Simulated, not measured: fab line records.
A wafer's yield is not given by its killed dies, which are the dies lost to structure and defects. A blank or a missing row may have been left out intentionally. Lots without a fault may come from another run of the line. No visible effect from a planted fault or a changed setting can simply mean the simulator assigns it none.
What tool caused it? :: flow gf180mcu :: Sampling: 12 lots, 36 wafers, 5 of 602 route steps

== WHAT THE GAUGES READ, wafer by wafer ==
GF_HV_LDD_TW_MEAS_11.
lot: L475
measured: day 10 02:24
on: film_metro-03
HV_LDD_TW: 2427 2427 2423

lot: L478
measured: day 10 21:32
on: film_metro-01
HV_LDD_TW: 2382 2367 2357

lot: L480
measured: day 11 13:30
on: film_metro-03
HV_LDD_TW: 2415 2428 2414

lot: L488
measured: day 14 01:38
on: film_metro-01
HV_LDD_TW: 2369 2383 2367

lot: L489
measured: day 14 06:41
on: film_metro-03
HV_LDD_TW: 2401 2422 2410

lot: L491
measured: day 15 01:54
on: film_metro-03
HV_LDD_TW: 2418 2424 2413

lot: L492
measured: day 15 05:45
on: film_metro-01
HV_LDD_TW: 2382 2381 2379

lot: L495
measured: day 16 04:41
on: film_metro-01
HV_LDD_TW: 2376 2378 2380

lot: L494
measured: day 16 04:59
on: film_metro-04
HV_LDD_TW: 2364 2382 2358

lot: L496
measured: day 16 12:47
on: film_metro-01
HV_LDD_TW: 2376 2384 2381

lot: L497
measured: day 16 22:17
on: film_metro-01
HV_LDD_TW: 2380 2377 2377

lot: L498
measured: day 17 02:38
on: film_metro-03
HV_LDD_TW: 2422 2438 2433

GF_HV_LDD_TW_MEAS_38.
lot: L475
measured: day 11 15:18
on: film_metro-04
HV_LDD_3_TW: 1421 1414 1414

lot: L478
measured: day 12 11:27
on: film_metro-01
HV_LDD_3_TW: 1409 1411 1416

lot: L480
measured: day 13 03:58
on: film_metro-01
HV_LDD_3_TW: 1411 1409 1410

lot: L488
measured: day 15 20:26
on: film_metro-03
HV_LDD_3_TW: 1433 1436 1437

lot: L489
measured: day 16 02:20
on: film_metro-03
HV_LDD_3_TW: 1459 1452 1445

lot: L491
measured: day 16 23:13
on: film_metro-01
HV_LDD_3_TW: 1417 1413 1405

lot: L492
measured: day 17 03:44
on: film_metro-03
HV_LDD_3_TW: 1446 1449 1447

lot: L495
measured: day 18 04:25
on: film_metro-04
HV_LDD_3_TW: 1406 1412 1411

lot: L494
measured: day 18 04:32
on: film_metro-04
HV_LDD_3_TW: 1418 1410 1413

lot: L496
measured: day 18 11:44
on: film_metro-03
HV_LDD_3_TW: 1440 1441 1435

lot: L497
measured: day 18 22:34
on: film_metro-01
HV_LDD_3_TW: 1409 1407 1409

lot: L498
measured: day 19 02:59
on: film_metro-03
HV_LDD_3_TW: 1452 1451 1452

GF_HV_LDD_OVL_MEAS_47.
lot: L475
measured: day 12 10:35
on: overlay-02
HV_LDD_03_OVL (nm): -0.6 -1.3 -0.9

lot: L478
measured: day 13 05:24
on: overlay-01
HV_LDD_03_OVL (nm): 0.0 0.0 0.9

lot: L480
measured: day 14 00:34
on: overlay-01
HV_LDD_03_OVL (nm): 0.1 0.3 -0.1

lot: L488
measured: day 16 18:28
on: overlay-02
HV_LDD_03_OVL (nm): 1.8 1.8 0.1

lot: L489
measured: day 17 01:19
on: overlay-02
HV_LDD_03_OVL (nm): -1.8 -1.0 -0.5

lot: L491
measured: day 17 21:58
on: overlay-01
HV_LDD_03_OVL (nm): 0.3 2.9 -0.4

lot: L492
measured: day 18 02:36
on: overlay-01
HV_LDD_03_OVL (nm): 1.3 1.3 -0.4

lot: L495
measured: day 19 03:31
on: overlay-02
HV_LDD_03_OVL (nm): -0.9 -2.2 -1.4

lot: L494
measured: day 19 03:49
on: overlay-02
HV_LDD_03_OVL (nm): 3.0 0.8 1.3

lot: L496
measured: day 19 11:20
on: overlay-02
HV_LDD_03_OVL (nm): -1.0 1.2 -2.1

lot: L497
measured: day 19 22:56
on: overlay-02
HV_LDD_03_OVL (nm): 1.9 2.5 2.2

lot: L498
measured: day 20 03:11
on: overlay-02
HV_LDD_03_OVL (nm): -1.0 -0.5 0.0

GF_HV_LDD_THK_MEAS_57.
lot: L475
measured: day 12 13:41
on: film_metro-01
HV_LDD_CVD_56_THK (nm): 88.4 88.6 88.2

lot: L478
measured: day 13 08:29
on: film_metro-03
HV_LDD_CVD_56_THK (nm): 40.6 39.7 40.9

lot: L480
measured: day 14 03:40
on: film_metro-01
HV_LDD_CVD_56_THK (nm): 88.9 88.8 89.7

lot: L488
measured: day 16 21:33
on: film_metro-04
HV_LDD_CVD_56_THK (nm): 88.9 88.4 88.9

lot: L489
measured: day 17 06:23
on: film_metro-03
HV_LDD_CVD_56_THK (nm): 88.7 88.3 89.0

lot: L491
measured: day 18 02:26
on: film_metro-04
HV_LDD_CVD_56_THK (nm): 87.7 88.9 88.2

lot: L492
measured: day 18 05:47
on: film_metro-04
HV_LDD_CVD_56_THK (nm): 89.1 89.3 88.9

lot: L495
measured: day 19 06:36
on: film_metro-03
HV_LDD_CVD_56_THK (nm): 87.7 87.2 87.0

lot: L494
measured: day 19 06:54
on: film_metro-03
HV_LDD_CVD_56_THK (nm): 89.5 89.8 89.7

lot: L496
measured: day 19 14:26
on: film_metro-03
HV_LDD_CVD_56_THK (nm): 89.6 89.3 89.5

lot: L497
measured: day 20 04:14
on: film_metro-01
HV_LDD_CVD_56_THK (nm): 89.7 89.1 89.3

lot: L498
measured: day 20 07:36
on: film_metro-01
HV_LDD_CVD_56_THK (nm): 88.0 87.9 88.2

== EACH LOT AND THE TOOL THAT RAN IT (in order: tool; ch and the chambers of the sampled wafers; start) ==
lot: L475
GF_HV_LDD_CVD_56: lpcvd-02 ch 1, day 12 12:16

lot: L478
GF_HV_LDD_CVD_56: lpcvd-02 ch 0, day 13 07:04

lot: L480
GF_HV_LDD_CVD_56: lpcvd-01 ch 0, day 14 02:13

lot: L488
GF_HV_LDD_CVD_56: lpcvd-01 ch 1, day 16 20:07

lot: L489
GF_HV_LDD_CVD_56: lpcvd-02 ch 1, day 17 04:57

lot: L491
GF_HV_LDD_CVD_56: lpcvd-01 ch 1, day 18 00:59

lot: L492
GF_HV_LDD_CVD_56: lpcvd-02 ch 0, day 18 04:21

lot: L495
GF_HV_LDD_CVD_56: lpcvd-01 ch 1, day 19 05:11

lot: L494
GF_HV_LDD_CVD_56: lpcvd-02 ch 0, day 19 05:28

lot: L496
GF_HV_LDD_CVD_56: lpcvd-02 ch 1, day 19 13:01

lot: L497
GF_HV_LDD_CVD_56: lpcvd-02 ch 0, day 20 02:05

lot: L498
GF_HV_LDD_CVD_56: lpcvd-02 ch 1, day 20 05:28
- GF_HV_LDD_CVD_56: deposits Si3N4 from DCS/NH3, target thk 90 nm, time 1509 s.

== AS READ BY THE TOOLS THEMSELVES (means over the sampled wafers that have a number; for cases with no such wafer, the mark the record gives instead) ==
GF_HV_LDD_CVD_56.
lot: L475
tool: lpcvd-02
pressure_mtorr (mTorr): 250.1
spike_tc_centre_C (C): 771.9

lot: L478
tool: lpcvd-02
pressure_mtorr (mTorr): 250.0
spike_tc_centre_C (C): 769.5

lot: L480
tool: lpcvd-01
pressure_mtorr (mTorr): 250.1
spike_tc_centre_C (C): 771.2

lot: L488
tool: lpcvd-01
pressure_mtorr (mTorr): 249.5
spike_tc_centre_C (C): 771.4

lot: L489
tool: lpcvd-02
pressure_mtorr (mTorr): 249.5
spike_tc_centre_C (C): 771.4

lot: L491
tool: lpcvd-01
pressure_mtorr (mTorr): 250.0
spike_tc_centre_C (C): 770.9

lot: L492
tool: lpcvd-02
pressure_mtorr (mTorr): 249.9
spike_tc_centre_C (C): 769.5

lot: L495
tool: lpcvd-01
pressure_mtorr (mTorr): 250.6
spike_tc_centre_C (C): 770.4

lot: L494
tool: lpcvd-02
pressure_mtorr (mTorr): 250.0
spike_tc_centre_C (C): 769.6

lot: L496
tool: lpcvd-02
pressure_mtorr (mTorr): 249.5
spike_tc_centre_C (C): 771.2

lot: L497
tool: lpcvd-02
pressure_mtorr (mTorr): 250.8
spike_tc_centre_C (C): 770.8

lot: L498
tool: lpcvd-02
pressure_mtorr (mTorr): 250.7
spike_tc_centre_C (C): 771.7

== THE ANSWER, worked out from the rows above alone ==
Rule: the usual values come from the lots themselves. The widest of any qualifying gaps counts: lots, ordered by their means at a reading, are off when they make up no more than a third of the lots, leave a main group of 4 or more, and stand apart from it by 3 or more times the standard deviation of that group's means. If all means in a main group match to the digits the tables above print for the reading, that group is not used. A lot without any number at a reading at which 4 lots or more have one is off too. Any other lot the step has rows for is counted as sound. First the gauges in route order, then the tools' own readings, where a lot's mean is used as printed above. At the first step where some lot is off, the reading lying furthest off is the one used; lots without a number count as furthest.
Off: at GF_HV_LDD_THK_MEAS_57 (HV_LDD_CVD_56_THK), L478. The main group: mean 88.7 nm, standard deviation 0.67.
A tool fits if, at a process step before that reading, it ran every lot that is off, and no sound lot after the first of them. Those tools and the gauges at GF_HV_LDD_THK_MEAS_57 are tried in the same way. No candidate that was tried fits.

== WHAT WAS PUT IN BY THE SIMULATOR ==
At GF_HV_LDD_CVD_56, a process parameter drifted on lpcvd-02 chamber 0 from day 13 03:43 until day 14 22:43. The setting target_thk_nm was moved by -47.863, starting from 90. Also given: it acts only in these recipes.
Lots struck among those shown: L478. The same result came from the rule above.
